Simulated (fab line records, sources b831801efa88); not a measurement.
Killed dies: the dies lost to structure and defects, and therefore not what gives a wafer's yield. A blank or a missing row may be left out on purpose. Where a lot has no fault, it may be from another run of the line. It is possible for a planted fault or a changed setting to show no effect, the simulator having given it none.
fab line records | flow sky130 | part 1 of 2: steps 1 to 43 of 44
record: lots: 6 | wafers: 18 | last_day: 50
route steps=708 shown VIA2@527 METAL3@532 CAPM@537 PAD_OPEN@708
lots that met no fault: from a run of the same line without faults
start_h: hours from the record's opening day to when the first of the lot's shown wafers began | wait_h: hours since the lot's step before | " unchanged from the row above | L1.1+2: a single row standing in for several wafers | - no value present, or no start provided | * or withheld: withheld | < > ~ a bound
route shown NAME@n: NAME is a module with steps in the file, n the number in the route of the first one | usual: mean and standard deviation over wafers with no fault | same: alike in all rows | chamber/n: place in a boat | sites: per-site readings | _std_site: how widely they spread, as a standard deviation | _edge_site: mean of outer sites minus mean of inner sites | radius_mm: how far each site lies from the wafer's centre | mask NAME#n: copy n | behind: the tool/chamber that last shaped the wafer | hold: why the lot went on hold/how many hours it stayed there/how the hold came to an end | device: the transistor (n, p or np) that didn't switch | end of line: tests of these same wafers at the route's end | where a step has no rows: the recipe by itself | killed: the dies lost at the first sort to structure and to defects; this is not the yield of the wafer | map: per-die view of a wafer (x killed, . not killed, _ where there is no die)
set.NAME: the run value of the setting; set.NAME@STEP: its run value at that earlier step | model.NAME: the simulator's own value behind a step, which no gauge read
lots seen at some steps along the route; tables by step, rows by wafer
services: when a tool's chamber went out of use (start_h, in hours from the record's first day, below 0 if earlier), for how many hours, and the reason
== steps ==
step: SKY_VIA2_SPUTTER_20
recipe: material: TiN | target_thk_nm: 20 | chamber_pressure_pa: 5 | power_w: 4000 | time_s: 80
step: SKY_VIA2_CVD_21
recipe: material: W | target_thk_nm: 420 | time_s: 126.4 | temp_c: 400 | pressure_torr: 40
step: SKY_VIA2_RS_MEAS_22
recipe: thk_meas_gauge: four-point-probe | reads: W_of_VIA2_CVD_21+TiN_of_VIA2_SPUTTER_20
usual: VIA2_W_RS: 0.2729/0.0029
lot.wafer | tool          | chamber | start_h | wait_h | VIA2_W_RS[ohm/sq]
L330.2    | film_metro-02 | -       | 915.68  | 0.1    | 0.2739
L330.3    | "             | -       | "       | "      | 0.2715
L330.4    | "             | -       | "       | "      | 0.2719
L331.2    | film_metro-01 | -       | 918.39  | 0.1    | 0.2738
L331.3    | "             | -       | "       | "      | 0.2726
L331.4    | "             | -       | "       | "      | 0.2672
L339.2    | film_metro-03 | -       | 953.70  | 0.1    | 0.2729
L339.4    | "             | -       | "       | "      | 0.2769
L339.6    | "             | -       | "       | "      | 0.2774
L342.3    | film_metro-01 | -       | 979.41  | 0.1    | 0.2733
L342.5    | "             | -       | "       | "      | 0.2724
L342.6    | "             | -       | "       | "      | 0.2716
L345.3    | film_metro-02 | -       | 995.57  | 0.1    | 0.2766
L345.4    | "             | -       | "       | "      | 0.2771
L345.5    | "             | -       | "       | "      | 0.2717
L347.2    | film_metro-01 | -       | 1006.11 | 0.1    | 0.2761
L347.3    | "             | -       | "       | "      | 0.2770
L347.6    | "             | -       | "       | "      | 0.2753
step: SKY_VIA2_THK_MEAS_23
recipe: thk_meas_gauge: xrf | reads: W_of_VIA2_CVD_21
usual: VIA2_W_THK: 420/5.3
lot.wafer | tool          | chamber | start_h | wait_h | VIA2_W_THK[nm]
L330.2    | film_metro-02 | -       | 915.79  | 0.1    | 422
L330.3    | "             | -       | "       | "      | 427
L330.4    | "             | -       | "       | "      | 427
L331.2    | film_metro-01 | -       | 918.50  | 0.1    | 418
L331.3    | "             | -       | "       | "      | 420
L331.4    | "             | -       | "       | "      | 427
L339.2    | film_metro-03 | -       | 953.81  | 0.1    | 416
L339.4    | "             | -       | "       | "      | 413
L339.6    | "             | -       | "       | "      | 409
L342.3    | film_metro-01 | -       | 979.51  | 0.1    | 417
L342.5    | "             | -       | "       | "      | 424
L342.6    | "             | -       | "       | "      | 418
L345.3    | film_metro-02 | -       | 995.67  | 0.1    | 416
L345.4    | "             | -       | "       | "      | 415
L345.5    | "             | -       | "       | "      | 424
L347.2    | film_metro-01 | -       | 1006.22 | 0.1    | 412
L347.3    | "             | -       | "       | "      | 412
L347.6    | "             | -       | "       | "      | 412
step: SKY_VIA2_CMP_24
recipe: stop_on: SiO2 | t_overpolish_s: 20 | down_force_psi: 3.5 | platen_rpm: 60 | target_thk_nm: 0 | pad_velocity_m_s: 0.94248
step: SKY_METAL3_SPUTTER_00
recipe: material: Ti | target_thk_nm: 15 | power_w: 3000 | time_s: 10 | chamber_pressure_pa: 0.4
usual: throttle_valve_pct: 29.9/1
lot.wafer | tool           | chamber | start_h | wait_h | throttle_valve_pct
L330.2    | pvd_sputter-03 | -       | 916.19  | 0.2    | 27.7
L330.3    | "              | -       | "       | "      | 30.8
L330.4    | "              | -       | "       | "      | 30.3
L331.2    | pvd_sputter-02 | -       | 918.85  | 0.1    | 29.1
L331.3    | "              | -       | "       | "      | 29.7
L331.4    | "              | -       | "       | "      | 29.2
L339.2    | pvd_sputter-02 | -       | 954.16  | 0.2    | 29.2
L339.4    | "              | -       | "       | "      | 30.0
L339.6    | "              | -       | "       | "      | 29.1
L342.3    | pvd_sputter-01 | -       | 979.85  | 0.2    | 30.7
L342.5    | "              | -       | "       | "      | 29.0
L342.6    | "              | -       | "       | "      | 31.3
L345.3    | pvd_sputter-02 | -       | 996.01  | 0.1    | 29.2
L345.4    | "              | -       | "       | "      | 30.3
L345.5    | "              | -       | "       | "      | 29.1
L347.2    | pvd_sputter-03 | -       | 1006.57 | 0.2    | 30.3
L347.3    | "              | -       | "       | "      | 27.9
L347.6    | "              | -       | "       | "      | 31.0
step: SKY_METAL3_SPUTTER_01
recipe: material: TiN | target_thk_nm: 20 | power_w: 6500 | time_s: 16.7 | chamber_pressure_pa: 0.4
step: SKY_METAL3_SPUTTER_02
recipe: material: AlCu | target_thk_nm: 735 | power_w: 10600 | time_s: 39.1 | chamber_pressure_pa: 0.4
usual: throttle_valve_pct: 29.8/1
lot.wafer | tool           | chamber | start_h | wait_h | throttle_valve_pct
L330.2    | pvd_sputter-03 | -       | 916.24  | 0.0    | 27.8
L330.3    | "              | -       | "       | "      | 31.0
L330.4    | "              | -       | "       | "      | 30.3
L331.2    | pvd_sputter-02 | -       | 918.90  | 0.0    | 29.1
L331.3    | "              | -       | "       | "      | 29.8
L331.4    | "              | -       | "       | "      | 29.2
L339.2    | pvd_sputter-02 | -       | 954.21  | 0.0    | 29.5
L339.4    | "              | -       | "       | "      | 30.0
L339.6    | "              | -       | "       | "      | 29.2
L342.3    | pvd_sputter-01 | -       | 979.90  | 0.0    | 30.9
L342.5    | "              | -       | "       | "      | 28.7
L342.6    | "              | -       | "       | "      | 30.5
L345.3    | pvd_sputter-02 | -       | 996.06  | 0.0    | 29.2
L345.4    | "              | -       | "       | "      | 29.9
L345.5    | "              | -       | "       | "      | 29.3
L347.2    | pvd_sputter-03 | -       | 1006.62 | 0.0    | 30.3
L347.3    | "              | -       | "       | "      | 27.5
L347.6    | "              | -       | "       | "      | 31.4
step: SKY_METAL3_SPUTTER_03
recipe: material: Ti | target_thk_nm: 5 | power_w: 3000 | time_s: 3.3 | chamber_pressure_pa: 0.41
usual: throttle_valve_pct: 29.9/1
lot.wafer | tool           | chamber | start_h | wait_h | throttle_valve_pct
L330.2    | pvd_sputter-03 | -       | 916.28  | 0.0    | 27.6
L330.3    | "              | -       | "       | "      | 30.9
L330.4    | "              | -       | "       | "      | 30.3
L331.2    | pvd_sputter-02 | -       | 918.94  | 0.0    | 29.5
L331.3    | "              | -       | "       | "      | 29.9
L331.4    | "              | -       | "       | "      | 29.7
L339.2    | pvd_sputter-02 | -       | 954.25  | 0.0    | 29.4
L339.4    | "              | -       | "       | "      | 29.8
L339.6    | "              | -       | "       | "      | 29.4
L342.3    | pvd_sputter-01 | -       | 979.93  | 0.0    | 30.8
L342.5    | "              | -       | "       | "      | 28.9
L342.6    | "              | -       | "       | "      | 30.8
L345.3    | pvd_sputter-02 | -       | 996.10  | 0.0    | 29.2
L345.4    | "              | -       | "       | "      | 30.0
L345.5    | "              | -       | "       | "      | 29.3
L347.2    | pvd_sputter-03 | -       | 1006.66 | 0.0    | 30.2
L347.3    | "              | -       | "       | "      | 27.7
L347.6    | "              | -       | "       | "      | 31.1
step: SKY_METAL3_SPUTTER_04
recipe: material: TiN | target_thk_nm: 70 | power_w: 6500 | time_s: 58.3 | chamber_pressure_pa: 0.4
usual: throttle_valve_pct: 29.9/0.99
lot.wafer | tool           | chamber | start_h | wait_h | throttle_valve_pct
L330.2    | pvd_sputter-03 | -       | 916.29  | 0.0    | 27.7
L330.3    | "              | -       | "       | "      | 31.1
L330.4    | "              | -       | "       | "      | 30.2
L331.2    | pvd_sputter-02 | -       | 918.96  | 0.0    | 29.2
L331.3    | "              | -       | "       | "      | 30.2
L331.4    | "              | -       | "       | "      | 29.4
L339.2    | pvd_sputter-02 | -       | 954.27  | 0.0    | 29.4
L339.4    | "              | -       | "       | "      | 30.0
L339.6    | "              | -       | "       | "      | 29.0
L342.3    | pvd_sputter-01 | -       | 979.95  | 0.0    | 30.8
L342.5    | "              | -       | "       | "      | 29.1
L342.6    | "              | -       | "       | "      | 30.6
L345.3    | pvd_sputter-02 | -       | 996.12  | 0.0    | 29.5
L345.4    | "              | -       | "       | "      | 30.1
L345.5    | "              | -       | "       | "      | 29.2
L347.2    | pvd_sputter-03 | -       | 1006.68 | 0.0    | 30.5
L347.3    | "              | -       | "       | "      | 27.6
L347.6    | "              | -       | "       | "      | 31.2
step: SKY_CAPM_CVD_00
recipe: material: SiO2 | target_thk_nm: 15.5 | temp_c: 400 | time_s: withheld | rf_w: 450
step: SKY_CAPM_THK_MEAS_01
recipe: reads: SiO2_of_CAPM_CVD_00
usual: CAPM_CVD_00_THK: 15.57/0.22
lot.wafer | tool          | chamber | start_h | wait_h | CAPM_CVD_00_THK[nm]
L330.2    | film_metro-04 | -       | 916.38  | -      | 15.63
L330.3    | "             | -       | "       | "      | 15.54
L330.4    | "             | -       | "       | "      | 15.82
L331.2    | film_metro-02 | -       | 919.04  | -      | 15.11
L331.3    | "             | -       | "       | "      | 15.36
L331.4    | "             | -       | "       | "      | 15.57
L339.2    | film_metro-02 | -       | 954.36  | -      | 15.58
L339.4    | "             | -       | "       | "      | 15.90
L339.6    | "             | -       | "       | "      | 16.00
L342.3    | film_metro-02 | -       | 980.04  | -      | 15.59
L342.5    | "             | -       | "       | "      | 15.82
L342.6    | "             | -       | "       | "      | 15.73
L345.3    | film_metro-02 | -       | 996.21  | -      | 15.39
L345.4    | "             | -       | "       | "      | 15.64
L345.5    | "             | -       | "       | "      | 15.67
L347.2    | film_metro-03 | -       | 1006.76 | -      | 15.74
L347.3    | "             | -       | "       | "      | 15.65
L347.6    | "             | -       | "       | "      | 15.69
step: SKY_CAPM_SPUTTER_02
recipe: material: TiN | target_thk_nm: 200 | temp_c: 300 | power_w: 6500 | time_s: 166.7 | chamber_pressure_pa: 0.4
usual: throttle_valve_pct: 29.9/0.87
lot.wafer | tool           | chamber | start_h | wait_h | throttle_valve_pct | model.TiN_of_CAPM_SPUTTER_02.thk_nm
L330.2    | pvd_sputter-04 | -       | 916.43  | 0.0    | 31.3               | 211.7
L330.3    | "              | -       | "       | "      | 30.4               | 213.1
L330.4    | "              | -       | "       | "      | 28.8               | 213.3
L331.2    | pvd_sputter-04 | -       | 919.09  | 0.0    | 28.8               | 210.8
L331.3    | "              | -       | "       | "      | 31.4               | 210.3
L331.4    | "              | -       | "       | "      | 29.8               | 211.8
L339.2    | pvd_sputter-01 | -       | 954.41  | 0.0    | 31.2               | 201.2
L339.4    | "              | -       | "       | "      | 29.7               | 200.2
L339.6    | "              | -       | "       | "      | 31.1               | 200.9
L342.3    | pvd_sputter-02 | -       | 980.08  | 0.0    | 29.2               | 200.8
L342.5    | "              | -       | "       | "      | 29.2               | 198.9
L342.6    | "              | -       | "       | "      | 29.4               | 200.5
L345.3    | pvd_sputter-04 | -       | 996.25  | 0.0    | 30.4               | 200.7
L345.4    | "              | -       | "       | "      | 29.7               | 201.5
L345.5    | "              | -       | "       | "      | 31.6               | 199.1
L347.2    | pvd_sputter-04 | -       | 1006.81 | 0.0    | 29.7               | 197.7
L347.3    | "              | -       | "       | "      | 31.3               | 198.8
L347.6    | "              | -       | "       | "      | 29.6               | 197.8
step: SKY_CAPM_RS_MEAS_03
recipe: thk_meas_gauge: four-point-probe | reads: TiN_of_CAPM_SPUTTER_02
usual: CAPM_TIN_RS: 6.92/0.073
lot.wafer | tool          | chamber | start_h | wait_h | CAPM_TIN_RS[ohm/sq]
L330.2    | film_metro-03 | -       | 916.55  | 0.1    | 6.55
L330.3    | "             | -       | "       | "      | 6.49
L330.4    | "             | -       | "       | "      | 6.48
L331.2    | film_metro-04 | -       | 919.22  | 0.1    | 6.55
L331.3    | "             | -       | "       | "      | 6.57
L331.4    | "             | -       | "       | "      | 6.50
L339.2    | film_metro-03 | -       | 954.54  | 0.1    | 6.90
L339.4    | "             | -       | "       | "      | 6.92
L339.6    | "             | -       | "       | "      | 6.89
L342.3    | film_metro-02 | -       | 980.23  | 0.1    | 6.89
L342.5    | "             | -       | "       | "      | 6.96
L342.6    | "             | -       | "       | "      | 6.91
L345.3    | film_metro-03 | -       | 996.40  | 0.1    | 6.90
L345.4    | "             | -       | "       | "      | 6.89
L345.5    | "             | -       | "       | "      | 6.95
L347.2    | film_metro-02 | -       | 1006.94 | 0.1    | 7.01
L347.3    | "             | -       | "       | "      | 6.96
L347.6    | "             | -       | "       | "      | 7.01
step: SKY_CAPM_THK_MEAS_04
recipe: thk_meas_gauge: xrf | reads: TiN_of_CAPM_SPUTTER_02
usual: CAPM_TIN_THK: 199.2/2.3
lot.wafer | tool          | chamber | start_h | wait_h | CAPM_TIN_THK[nm]
L330.2    | film_metro-03 | -       | 916.66  | 0.1    | 212.7
L330.3    | "             | -       | "       | "      | 213.7
L330.4    | "             | -       | "       | "      | 213.3
L331.2    | film_metro-04 | -       | 919.33  | 0.1    | 208.0
L331.3    | "             | -       | "       | "      | 208.3
L331.4    | "             | -       | "       | "      | 209.6
L339.2    | film_metro-03 | -       | 954.65  | 0.1    | 201.1
L339.4    | "             | -       | "       | "      | 200.1
L339.6    | "             | -       | "       | "      | 200.7
L342.3    | film_metro-02 | -       | 980.33  | 0.1    | 201.5
L342.5    | "             | -       | "       | "      | 200.5
L342.6    | "             | -       | "       | "      | 203.0
L345.3    | film_metro-03 | -       | 996.50  | 0.1    | 200.1
L345.4    | "             | -       | "       | "      | 200.0
L345.5    | "             | -       | "       | "      | 197.8
L347.2    | film_metro-02 | -       | 1007.05 | 0.1    | 197.8
L347.3    | "             | -       | "       | "      | 199.0
L347.6    | "             | -       | "       | "      | 198.1
step: SKY_CAPM_DEHYDRATE_05
recipe: temp_c: 200 | time_s: 60
step: SKY_CAPM_HMDS_06
recipe: prime_time_s: 60 | prime_temp_c: 120
step: SKY_CAPM_COAT_07
recipe: resist: NOVOLAK | spin_rpm: 3000 | resist_thk_nm: 1140
step: SKY_CAPM_SOFTBAKE_08
recipe: temp_c: 90 | time_s: 60 | resist: NOVOLAK
step: SKY_CAPM_EXPOSE_09
recipe: mask_id: CAPM | na: 0.6 | source_shape: conventional | sigma_outer: 0.6 | polarization: unpolarized | target_cd_nm: 1000 | dose_mj: 159
step: SKY_CAPM_PEB_10
recipe: temp_c: withheld | time_s: * | resist: NOVOLAK
step: SKY_CAPM_DEVELOP_11
recipe: resist: NOVOLAK | developer: TMAH | develop_time_s: 60 | dev_temp_c: 23
step: SKY_CAPM_OVL_MEAS_12
usual: CAPM_OVL: 0.6/1.3
lot.wafer | tool       | chamber | start_h | wait_h | CAPM_OVL[nm]
L330.2    | overlay-02 | -       | 940.92  | 0.1    | 0.5
L330.3    | "          | -       | "       | "      | -0.1
L330.4    | "          | -       | "       | "      | 1.4
L331.2    | overlay-02 | -       | 943.63  | 0.1    | -0.5
L331.3    | "          | -       | "       | "      | -0.4
L331.4    | "          | -       | "       | "      | 0.1
L339.2    | overlay-02 | -       | 977.82  | 0.1    | 1.4
L339.4    | "          | -       | "       | "      | 0.2
L339.6    | "          | -       | "       | "      | 1.1
L342.3    | overlay-01 | -       | 1003.38 | 0.1    | 1.5
L342.5    | "          | -       | "       | "      | 1.4
L342.6    | "          | -       | "       | "      | 0.6
L345.3    | overlay-02 | -       | 1019.24 | 0.1    | 0.9
L345.4    | "          | -       | "       | "      | -0.3
L345.5    | "          | -       | "       | "      | -0.2
L347.2    | overlay-02 | -       | 1029.08 | 0.1    | 1.6
L347.3    | "          | -       | "       | "      | 2.1
L347.6    | "          | -       | "       | "      | 1.8
step: SKY_CAPM_METAL_ETCH_13
recipe: target_depth_nm: 220 | stop_on: SiO2 | chemistry: Cl2/BCl3 | target: TiN | pressure_mtorr: 10 | icp_w: 900 | bias_w: 48.5 | Cl2_flow_sccm: 60 | bcl3_flow_sccm: 30 | time_s: 62.9
usual: bcl3_flow_sccm: 30.01/0.095 | drypump_motor_current_A: 6.2/0.39 | he_backside_leak_sccm: 3.33/0.24 | oes_product_au: 0.941/0.0075 | throttle_valve_pct: 21.901/0.0099
lot.wafer | tool         | chamber | start_h | wait_h | bcl3_flow_sccm | drypump_motor_current_A | he_backside_leak_sccm | oes_product_au | rf_hours_counter_h | throttle_valve_pct
L330.2    | rie_metal-01 | 0       | 940.95  | 0.0    | 30.12          | 5.4                     | 2.99                  | 0.968          | 1                  | 21.877
L330.3    | "            | 1       | "       | "      | 30.00          | 6.4                     | 3.58                  | 0.973          | -                  | 21.883
L330.4    | "            | 0       | "       | "      | 30.13          | 5.5                     | 3.13                  | 0.981          | -                  | 21.880
L331.2    | rie_metal-02 | 1       | 943.66  | 0.0    | 30.07          | 6.7                     | 3.46                  | 0.975          | 15                 | 21.889
L331.3    | "            | 0       | "       | "      | 30.01          | 6.2                     | 3.08                  | 0.969          | -                  | 21.885
L331.4    | "            | 1       | "       | "      | 29.96          | 6.7                     | 3.37                  | 0.974          | -                  | 21.890
L339.2    | rie_metal-02 | 1       | 977.85  | 0.0    | 30.14          | 6.7                     | 3.26                  | 0.949          | 17                 | 21.901
L339.4    | "            | 1       | "       | "      | 30.01          | 6.7                     | 3.36                  | 0.945          | -                  | 21.904
L339.6    | "            | 1       | "       | "      | 29.98          | 6.6                     | 3.13                  | 0.946          | -                  | 21.911
L342.3    | rie_metal-03 | 0       | 1003.46 | 0.1    | 30.00          | 5.8                     | 3.26                  | 0.944          | -                  | 21.881
L342.5    | "            | 0       | "       | "      | 29.86          | 5.9                     | 3.54                  | 0.946          | -                  | 21.911
L342.6    | "            | 0       | "       | "      | 29.90          | 5.9                     | 3.22                  | 0.944          | -                  | 21.900
L345.3    | rie_metal-02 | 1       | 1019.29 | 0.0    | 30.05          | 6.7                     | 3.30                  | 0.938          | -                  | 21.905
L345.4    | "            | 0       | "       | "      | 30.04          | 6.2                     | 3.01                  | 0.947          | -                  | 21.893
L345.5    | "            | 0       | "       | "      | 30.00          | 6.2                     | 3.02                  | 0.938          | -                  | 21.912
L347.2    | rie_metal-02 | 0       | 1029.11 | 0.0    | 30.20          | 6.2                     | 3.26                  | 0.932          | 11                 | 21.917
L347.3    | "            | 0       | "       | "      | 30.17          | 6.2                     | 3.35                  | 0.944          | -                  | 21.886
L347.6    | "            | 1       | "       | "      | 29.90          | 6.6                     | 3.30                  | 0.935          | -                  | 21.917
step: SKY_CAPM_STRIP_14
recipe: chemistry: O2/N2 | power_w: 1400 | pressure_mtorr: 1500 | platen_temp_c: withheld | o2_flow_sccm: 3000 | n2_flow_sccm: 300 | overash_fraction: 0.5
step: SKY_CAPM_STRIP_15
recipe: chemistry: post_etch_residue_remover | time_s: 1200 | temp_c: 72.5
step: SKY_CAPM_CLEAN_16
recipe: chemistry: IPA | time_s: 180 | temp_c: 25
step: SKY_CAPM_CLEAN_17
recipe: chemistry: O3/DIW | dry: n2_spin
step: SKY_METAL3_DEHYDRATE_05
recipe: temp_c: 200 | time_s: 60
step: SKY_METAL3_HMDS_06
recipe: prime_time_s: 60 | prime_temp_c: 120
step: SKY_METAL3_COAT_07
recipe: resist: BARC | temp_c: withheld | time_s: withheld | spin_rpm: 3075 | resist_thk_nm: 60
step: SKY_METAL3_COAT_08
recipe: resist: KrF-thick | spin_rpm: 3000 | resist_thk_nm: 1140
step: SKY_METAL3_SOFTBAKE_09
recipe: temp_c: 100 | time_s: 90 | resist: KrF-thick
step: SKY_METAL3_EXPOSE_10
recipe: mask_id: MM3 | na: 0.68 | source_shape: annular | sigma_inner: 0.4 | sigma_outer: 0.8 | target_cd_nm: 300 | dose_mj: 28
step: SKY_METAL3_PEB_11
recipe: peb_temp_c: withheld | peb_time_s: withheld | resist: KrF-thick
step: SKY_METAL3_DEVELOP_12
recipe: develop_time_s: 60 | resist: KrF-thick | dev_temp_c: 21
step: SKY_METAL3_CD_MEAS_13
recipe: target_cd_nm: 300
usual: cd_nm: 300.1/1.4
lot.wafer | tool      | chamber | start_h | wait_h | cd_nm
L330.2    | cd_sem-01 | -       | 965.59  | -      | 300.7
L330.3    | "         | -       | "       | "      | 300.4
L330.4    | "         | -       | "       | "      | 301.4
L331.2    | cd_sem-01 | -       | 968.39  | -      | 299.4
L331.3    | "         | -       | "       | "      | 299.0
L331.4    | "         | -       | "       | "      | 298.7
L339.2    | cd_sem-01 | -       | 1002.49 | -      | 300.7
L339.4    | "         | -       | "       | "      | 300.4
L339.6    | "         | -       | "       | "      | 301.4
L342.3    | cd_sem-01 | -       | 1026.36 | -      | 298.4
L342.5    | "         | -       | "       | "      | 299.0
L342.6    | "         | -       | "       | "      | 299.8
L345.3    | cd_sem-01 | -       | 1042.71 | -      | 301.8
L345.4    | "         | -       | "       | "      | 300.8
L345.5    | "         | -       | "       | "      | 300.8
L347.2    | cd_sem-01 | -       | 1052.14 | -      | 297.8
L347.3    | "         | -       | "       | "      | 298.6
L347.6    | "         | -       | "       | "      | 299.7
step: SKY_METAL3_OVL_MEAS_14
usual: METAL3_OVL: 0/5.2
lot.wafer | tool       | chamber | start_h | wait_h | METAL3_OVL[nm]
L330.2    | overlay-01 | -       | 965.70  | 0.1    | 6
L330.3    | "          | -       | "       | "      | 3
L330.4    | "          | -       | "       | "      | 3
L331.2    | overlay-01 | -       | 968.50  | 0.1    | -4
L331.3    | "          | -       | "       | "      | -2
L331.4    | "          | -       | "       | "      | 1
L339.2    | overlay-02 | -       | 1002.60 | 0.1    | -4
L339.4    | "          | -       | "       | "      | 0
L339.6    | "          | -       | "       | "      | -4
L342.3    | overlay-02 | -       | 1026.46 | 0.1    | 2
L342.5    | "          | -       | "       | "      | 3
L342.6    | "          | -       | "       | "      | -1
L345.3    | overlay-02 | -       | 1042.81 | 0.1    | -5
L345.4    | "          | -       | "       | "      | -8
L345.5    | "          | -       | "       | "      | -6
L347.2    | overlay-02 | -       | 1052.25 | 0.1    | -1
L347.3    | "          | -       | "       | "      | -6
L347.6    | "          | -       | "       | "      | -2
step: SKY_METAL3_DESCUM_15
recipe: chemistry: O2 | source_power_w: 150 | bias_power_w: 0 | pressure_mtorr: 10 | temp_c: 40 | time_s: 8
step: SKY_METAL3_ETCH_16
recipe: chemistry: N2/H2 | target: BARC | ion_energy_ev: 200 | bias_w: 100 | pressure_mtorr: 30 | n2_flow_sccm: 100 | h2_flow_sccm: 200 | icp_w: 500 | stop_on: SiO2 | time_s: 88.2 | target_depth_a: 600
step: SKY_METAL3_ETCH_17
recipe: target: SiO2 | stop_on: TiN | chemistry: C4F8/O2/Ar | source_w: 1500 | bias_w: 1200 | pressure_mtorr: 40 | c4f8_flow_sccm: withheld | O2_flow_sccm: 6 | Ar_flow_sccm: 300 | time_s: 3.9 | target_depth_a: 150
step: SKY_METAL3_METAL_ETCH_18
recipe: target_depth_a: 8450 | stop_on: SiO2 | over_etch_frac: 0.3 | time_s: 183.1 | chemistry: Cl2/BCl3 | resist_sidewall_deg: 88 | pressure_mtorr: 10 | icp_w: 900 | bias_w: 48.5 | Cl2_flow_sccm: 60 | bcl3_flow_sccm: 30
usual: bcl3_flow_sccm: 30.01/0.099 | drypump_motor_current_A: 6.0/0.51 | he_backside_leak_sccm: 3.31/0.25 | oes_product_au: 0.864/0.0056 | throttle_valve_pct: 22.264/0.0091
lot.wafer | tool         | chamber | start_h | wait_h | bcl3_flow_sccm | drypump_motor_current_A | he_backside_leak_sccm | oes_product_au | rf_hours_counter_h | throttle_valve_pct
L330.2    | rie_metal-04 | 0       | 965.88  | 0.0    | 30.10          | 5.6                     | 3.01                  | 0.861          | 9                  | 22.273
L330.3    | "            | 1       | "       | "      | 29.86          | 5.2                     | 3.11                  | 0.862          | -                  | 22.259
L330.4    | "            | 0       | "       | "      | 30.07          | 5.6                     | 2.92                  | 0.860          | -                  | 22.267
L331.2    | rie_metal-01 | 1       | 968.68  | 0.0    | 29.98          | 6.4                     | 3.71                  | 0.852          | 12                 | 22.264
L331.3    | "            | 0       | "       | "      | 30.11          | 5.5                     | 3.24                  | 0.866          | -                  | 22.257
L331.4    | "            | 1       | "       | "      | 30.08          | 6.4                     | 3.37                  | 0.860          | -                  | 22.272
L339.2    | rie_metal-01 | 1       | 1002.78 | 0.0    | 29.86          | 6.4                     | 3.58                  | 0.863          | 14                 | 22.246
L339.4    | "            | 1       | "       | "      | 30.00          | 6.4                     | 3.49                  | 0.860          | -                  | 22.275
L339.6    | "            | 0       | "       | "      | 30.23          | 5.4                     | 3.15                  | 0.857          | -                  | 22.246
L342.3    | rie_metal-04 | 0       | 1026.69 | 0.1    | 29.80          | 5.6                     | 3.21                  | 0.874          | -                  | 22.275
L342.5    | "            | 0       | "       | "      | 29.94          | 5.6                     | 3.22                  | 0.865          | -                  | 22.269
L342.6    | "            | 1       | "       | "      | 29.95          | 5.2                     | 3.30                  | 0.865          | -                  | 22.265
L345.3    | rie_metal-02 | 1       | 1043.04 | 0.1    | 30.11          | 6.7                     | 3.44                  | 0.863          | -                  | 22.281
L345.4    | "            | 0       | "       | "      | 30.12          | 6.2                     | 3.16                  | 0.867          | -                  | 22.268
L345.5    | "            | 0       | "       | "      | 30.02          | 6.2                     | 3.11                  | 0.863          | -                  | 22.256
L347.2    | rie_metal-01 | 0       | 1052.43 | 0.0    | 30.09          | 5.4                     | 3.07                  | 0.862          | 7                  | 22.269
L347.3    | "            | 1       | "       | "      | 30.11          | 6.4                     | 3.41                  | 0.855          | -                  | 22.261
L347.6    | "            | 0       | "       | "      | 29.90          | 5.5                     | 3.18                  | 0.860          | -                  | 22.267
step: SKY_METAL3_STRIP_20
recipe: chemistry: post_etch_residue_remover | time_s: 1200 | temp_c: 72.5
lot.wafer | tool         | chamber | start_h | wait_h | model.TiN_of_CAPM_SPUTTER_02.thk_nm
L330.2    | wet_bench-01 | 0       | 966.16  | 0.1    | 210.9
L330.3    | "            | 0       | "       | "      | 212.3
L330.4    | "            | 0       | "       | "      | 212.4
L331.2    | wet_bench-04 | 2       | 968.96  | 0.1    | 210
L331.3    | "            | 2       | "       | "      | 209.4
L331.4    | "            | 2       | "       | "      | 211
L339.2    | wet_bench-04 | 0       | 1003.06 | 0.1    | 200.4
L339.4    | "            | 0       | "       | "      | 199.4
L339.6    | "            | 0       | "       | "      | 200
L342.3    | wet_bench-01 | 3       | 1026.91 | 0.0    | 200
L342.5    | "            | 3       | "       | "      | 198.1
L342.6    | "            | 3       | "       | "      | 199.7
L345.3    | wet_bench-02 | 1       | 1043.26 | 0.0    | 199.9
L345.4    | "            | 1       | "       | "      | 200.7
L345.5    | "            | 1       | "       | "      | 198.3
L347.2    | wet_bench-04 | 3       | 1052.71 | 0.1    | 196.8
L347.3    | "            | 3       | "       | "      | 198
L347.6    | "            | 3       | "       | "      | 197
== key ==
first_sign: step: SKY_CAPM_RS_MEAS_03 | reading: CAPM_TIN_RS | direction: down | sigmas: 5.4 | usual: 6.92 | struck: 6.52
effect: step: SKY_CAPM_THK_MEAS_04 | reading: CAPM_TIN_THK | direction: up | sigmas: 5.1 | usual: 199.2 | struck: 210.9
effect: step: SKY_CAPM_METAL_ETCH_13 | reading: oes_product_au | direction: up | sigmas: 4.3 | usual: 0.941 | struck: 0.973
model_effect: step: SKY_CAPM_SPUTTER_02 | value: TiN_of_CAPM_SPUTTER_02.thk_nm | without: 199.1 | struck: 211.8
model_effect: step: SKY_METAL3_STRIP_20 | value: TiN_of_CAPM_SPUTTER_02.thk_nm | without: 198.3 | struck: 211
model_effect: step: SKY_PAD_OPEN_PROBE_99 | value: etest.cap_mim.plate_ohm_sq | without: 6.044 | struck: 5.682
met_at SKY_CAPM_SPUTTER_02
struck_wafers L330.2,L330.3,L330.4,L331.2,L331.3,L331.4
fault: kind: process_parameter_drift | tool: pvd_sputter-04 | chamber: - | onset_h: 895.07 | steps: SKY_CAPM_SPUTTER_02 | channel: target_thk_nm | offset: 12.698 | shape: step | end_h: 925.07 | acts_in: these_recipes_only | stated: 200
